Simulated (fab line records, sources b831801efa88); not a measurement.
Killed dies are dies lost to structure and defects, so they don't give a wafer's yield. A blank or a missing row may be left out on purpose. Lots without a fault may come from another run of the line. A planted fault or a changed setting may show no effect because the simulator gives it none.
A struck lot beside a sound one | flow sky130 | 14 steps out of a route of 708
Sound: wafers L263.2, L263.3, L263.6. Struck: wafer L248.2. (L248.6 of the same lot was not struck and is left out.) The cause comes at the end.
At each step with rows: each side's tool, then ch and its chambers, then its first start. Under that, the readings that differ: sound wafers | struck wafers | difference of the means | sigmas: that difference in standard deviations of wafers without a fault.
alike: readings whose means differ by less than 2 such deviations, and words and numbers that are the same on both sides. not compared: withheld readings, readings that some wafer has no value for, bounds like >300 that may hide the same value, and numbers for which the record gives no deviation and whose values overlap.
The two part at a step that has a row with sigmas, a row that says differs or no value, or rows on one side only. Numbers that don't overlap but have no deviation are shown without sigmas and don't part them. A reading that every wafer of one side lacks parts them only if that side has two wafers or more.

SKY_VIA3_STRIP_16: strips in O2/N2.
  sound on plasma_asher-01 ch 0, day 45 00:13; struck on plasma_asher-03 ch 0, day 42 03:52
  reading                     | sound       | struck | difference | sigmas
  drypump_motor_current_A (A) | 5.3 5.2 5.3 | 6.1    | +0.8       | +2
  alike: oes_product_au, strip_time_to_endpoint_s
  not compared: rf_hours_counter_h
then, 3 steps without rows for these wafers: SKY_VIA3_STRIP_17 (strips in post etch residue remover, time 1200 s); SKY_VIA3_CLEAN_18 (cleans in IPA, time 180 s); SKY_VIA3_CLEAN_19 (cleans in O3/DIW).
SKY_VIA3_SPUTTER_20: material TiN, target thk 20 nm, time 80 s.
  sound on pvd_sputter-02, day 45 00:48; struck on pvd_sputter-04, day 42 04:27
  reading                | sound          | struck | difference | sigmas
  throttle_valve_pct (%) | 31.3 30.6 32.0 | 29.7   | -1.6       | -2
  alike: chamber_pressure_pa
then, 1 step without rows for these wafers: SKY_VIA3_CVD_21 (deposits W, target thk 390 nm, time 117.31 s).
SKY_VIA3_RS_MEAS_22: measures by four-point-probe.
  sound on film_metro-02, day 45 01:01; struck on film_metro-01, day 42 04:39
  alike: VIA3_W_RS
SKY_VIA3_THK_MEAS_23: measures by xrf.
  sound on film_metro-02, day 45 01:07; struck on film_metro-01, day 42 04:46
  alike: VIA3_W_THK
then, 1 step without rows for these wafers: SKY_VIA3_CMP_24 (polishes, stops on SiO2, t overpolish 20 s, target thk 0 nm).
SKY_METAL4_SPUTTER_00: material Ti, target thk 15 nm, time 10 s.
  sound on pvd_sputter-03, day 45 01:28; struck on pvd_sputter-03, day 42 05:07
  alike: chamber_pressure_pa, throttle_valve_pct
SKY_METAL4_SPUTTER_01: material TiN, target thk 20 nm, time 16.7 s.
  sound on pvd_sputter-03, day 45 01:29; struck on pvd_sputter-03, day 42 05:08
  alike: chamber_pressure_pa, throttle_valve_pct
SKY_METAL4_SPUTTER_02: material AlCu, target thk 735 nm, time 39.1 s.
  sound on pvd_sputter-03, day 45 01:31; struck on pvd_sputter-03, day 42 05:10
  alike: chamber_pressure_pa, throttle_valve_pct
SKY_METAL4_SPUTTER_03: material Ti, target thk 5 nm, time 3.3 s.
  sound on pvd_sputter-03, day 45 01:33; struck on pvd_sputter-03, day 42 05:12
  reading                                   | sound             | struck | difference | sigmas
  model.Ti_of_METAL4_SPUTTER_03.thk_nm (nm) | 4.684 4.775 4.683 | 4.978  | +0.264     |
  alike: chamber_pressure_pa, throttle_valve_pct
then, 1 step without rows for these wafers: SKY_METAL4_SPUTTER_04 (material TiN, target thk 70 nm, time 58.3 s).

WHERE THEY PART
First at SKY_VIA3_STRIP_16; last, within this record, at SKY_VIA3_SPUTTER_20. Later steps at which nothing parts them and some readings are alike: SKY_VIA3_RS_MEAS_22, SKY_VIA3_THK_MEAS_23, SKY_METAL4_SPUTTER_00, SKY_METAL4_SPUTTER_01, SKY_METAL4_SPUTTER_02, SKY_METAL4_SPUTTER_03.

WHY: what the simulator had put in
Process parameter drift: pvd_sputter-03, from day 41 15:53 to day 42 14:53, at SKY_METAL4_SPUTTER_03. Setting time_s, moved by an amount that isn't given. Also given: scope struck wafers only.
